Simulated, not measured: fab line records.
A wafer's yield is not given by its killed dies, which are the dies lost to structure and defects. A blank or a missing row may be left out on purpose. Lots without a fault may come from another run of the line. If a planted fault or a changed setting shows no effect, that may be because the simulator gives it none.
Which tool did it?    flow gf180mcu    Sampling: 6 lots, 18 wafers, 2 of 602 route steps

## WHAT EACH GAUGE READ, for each wafer
GF_STI_THK_MEAS_24.
lot   measured     on             STI_CVD_23_THK (nm)
L435  day 2 08:10  film_metro-02  641 647 648
L438  day 3 01:26  film_metro-04  657 649 658
L441  day 3 16:20  film_metro-03  653 651 646
L444  day 4 06:49  film_metro-03  658 647 660
L448  day 5 03:52  film_metro-03  650 654 654
L455  day 6 16:07  film_metro-04  581 649 655

## EACH LOT AND THE TOOL THAT RAN IT (in order: tool; ch and the chambers of the sampled wafers; start)
lot   GF_STI_CVD_23
L435  hdpcvd-02 ch 0,1,2, day 2 08:04
L438  hdpcvd-01 ch 0,2, day 3 01:22
L441  hdpcvd-01 ch 0,1,2, day 3 16:16
L444  hdpcvd-02 ch 0,1,2, day 4 06:43
L448  hdpcvd-02 ch 0,2, day 5 03:47
L455  hdpcvd-01 ch 0,1,2, day 6 16:02
- GF_STI_CVD_23: deposits SiO2, target thk 650 nm, time 108.3 s.

## THE ANSWER, worked out from the rows above alone
Rule: what is usual is taken from the lots themselves. The widest of any qualifying gaps counts: lots, ordered by their means at a reading, are off when they make up no more than a third of the lots, leave a main group of 4 or more, and stand apart from it by 3 or more times the standard deviation of that group's means. A main group whose means are all the same, to the digits that the tables above print for the reading, isn't used. Also off: a lot with no number at a reading for which 4 or more lots have one. The other lots that the step has rows for count as sound.
Off: at GF_STI_THK_MEAS_24 (STI_CVD_23_THK), L455. The main group has a mean of 652 nm with a standard deviation of 3.6.
A tool fits if, at a process step before that reading, it ran every lot that is off, and no sound lot after the first of them. Gauges at GF_STI_THK_MEAS_24: tried the same way as those tools. Can't be told from this: 2 tools fit, hdpcvd-01 at GF_STI_CVD_23, film_metro-04 at GF_STI_THK_MEAS_24.

## WHAT THE SIMULATOR PUT IN
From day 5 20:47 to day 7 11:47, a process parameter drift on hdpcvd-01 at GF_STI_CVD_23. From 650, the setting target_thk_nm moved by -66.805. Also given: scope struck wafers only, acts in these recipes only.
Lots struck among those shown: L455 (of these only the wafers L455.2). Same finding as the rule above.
